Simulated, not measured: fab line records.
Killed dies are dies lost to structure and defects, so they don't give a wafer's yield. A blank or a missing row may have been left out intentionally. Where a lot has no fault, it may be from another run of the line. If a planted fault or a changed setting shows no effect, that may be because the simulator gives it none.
Struck lot and sound lot, side by side	flow gf180mcu	17 out of 602 route steps
Sound: the wafers L581.4, L581.5, L581.6. Struck: wafers L589.1, L589.5 (left out: L589.4, a lot-mate that was not struck); the cause follows at the end.
At each step with rows: each side's tool, then ch and its chambers, then its first start. Under that, the readings that differ: sound wafers	struck wafers	difference of the means	sigmas: that difference in standard deviations of wafers without a fault.
alike: readings whose means differ by less than 2 such deviations, and words and numbers that are the same on both sides. not compared: withheld readings, readings that some wafer has no value for, bounds like >300 that may hide the same value, and numbers for which the record gives no deviation and whose values overlap.
The two part at a step that has a row with sigmas, a row that says differs or no value, or rows on one side only. When numbers do not overlap yet have no deviation, they are printed without sigmas and do not part them. A reading missing from all wafers of one side parts the sides only when that side holds two or more wafers.

GF_SAB_STRIP_13: strips in O2/N2.
  sound on plasma-asher-03 ch 0,1, day 16 11:12; struck on plasma-asher-03 ch 0,1, day 19 12:59
  alike: drypump-motor-current-A, heater-power-w, oes-product-au, strip-time-to-endpoint-s
  not compared: rf-hours-counter-h
then, 2 steps without rows for these wafers: GF_SALICIDE_CLEAN_00 (cleans in SC1/SC2, time 150 s); GF_SALICIDE_WET_ETCH_01 (etches SiO2 in dHF, target depth 5 nm, time 100 s).
GF_SALICIDE_SPUTTER_02: material Co, target thk 10 nm, time 20 s.
  sound on pvd-sputter-01 at day 16 11:22; struck on pvd-sputter-02 at day 19 13:10
  alike: throttle-valve-pct
GF_SALICIDE_SPUTTER_03: material TiN, target thk 20 nm, time 16.7 s.
  sound on pvd-sputter-01 at day 16 11:23; struck on pvd-sputter-02 at day 19 13:11
  alike: throttle-valve-pct
GF_SALICIDE_RS_MEAS_04: uses a four-point probe to measure.
  sound on film-metro-02 at day 16 11:28; struck on film-metro-02 at day 19 13:13
  alike: SALICIDE_TIN_RS
GF_SALICIDE_THK_MEAS_05: measures by xrf.
  sound on film-metro-02 at day 16 11:34; struck on film-metro-02 at day 19 13:20
  alike: SALICIDE_TIN_THK
GF_SALICIDE_RTA_06: time 30 s.
  sound on rtp-anneal-02 ch 0, day 16 11:38; struck on rtp-anneal-02 ch 0, day 19 13:24
  alike: lamp-power-pct, wafer_temp_C_max
then, 1 step without rows for these wafers: GF_SALICIDE_WET_ETCH_07 (etches the open film in SPM, target depth 120 nm).
GF_SALICIDE_RTA_08: time 30 s.
  sound on rtp-anneal-01 ch 0, day 16 11:50; struck on rtp-anneal-01 ch 0, day 19 13:35
  alike: lamp-power-pct, wafer_temp_C_max
then, 1 step without rows for these wafers: GF_CONTACT_CVD_00 (deposits SiO2, target thk 300 nm, time 50 s).
GF_CONTACT_THK_MEAS_01:
  sound on film-metro-04 at day 16 11:59; struck on film-metro-04 at day 19 13:44
reading	sound	struck	difference	sigmas
CONTACT_CVD_00_THK (nm)	300 296 295	306 304	+8	+2
GF_CONTACT_CVD_02: deposits SiO2 from TEOS, target thk 860 nm, time 95.992 s.
  sound on pecvd-03 ch 0,1,2, day 16 12:02; struck on pecvd-02 ch 0,1, day 19 13:47
reading	sound	struck	difference	sigmas
model.SiO2_of_CONTACT_CVD_02.thk-nm (nm)	893.3 873 878.2	622.4 641.6	-249.5	
  alike: heater-power-w
GF_CONTACT_THK_MEAS_03:
  sound on film-metro-02 at day 16 12:07; struck on film-metro-01 at day 19 13:52
reading	sound	struck	difference	sigmas
CONTACT_CVD_02_THK (nm)	893 873 879	623 642	-249	-23
GF_CONTACT_CMP_04: polishes SiO2.
  sound on cmp-02 ch 0,3, day 16 12:08; struck on cmp-02 ch 1,2, day 19 14:01
reading	sound	struck	difference	sigmas
time-to-endpoint-s (s)	119 115 112	24 30	-88	-15
  alike: motor-current-A, platen-rpm
GF_CONTACT_BOW_MEAS_05:
  sound on film-metro-02 at day 16 12:30; struck on film-metro-02 at day 19 14:13
  alike: CONTACT_BOW
GF_PASSIVATION_PROBE_99:
  rows exist in the record for the sound wafers here (prober-01, day 30 04:37), none for the struck ones

WHERE THEY PART
Earliest at GF_CONTACT_THK_MEAS_01; latest, in this record, at GF_PASSIVATION_PROBE_99.

WHY: what had been put in by the simulator
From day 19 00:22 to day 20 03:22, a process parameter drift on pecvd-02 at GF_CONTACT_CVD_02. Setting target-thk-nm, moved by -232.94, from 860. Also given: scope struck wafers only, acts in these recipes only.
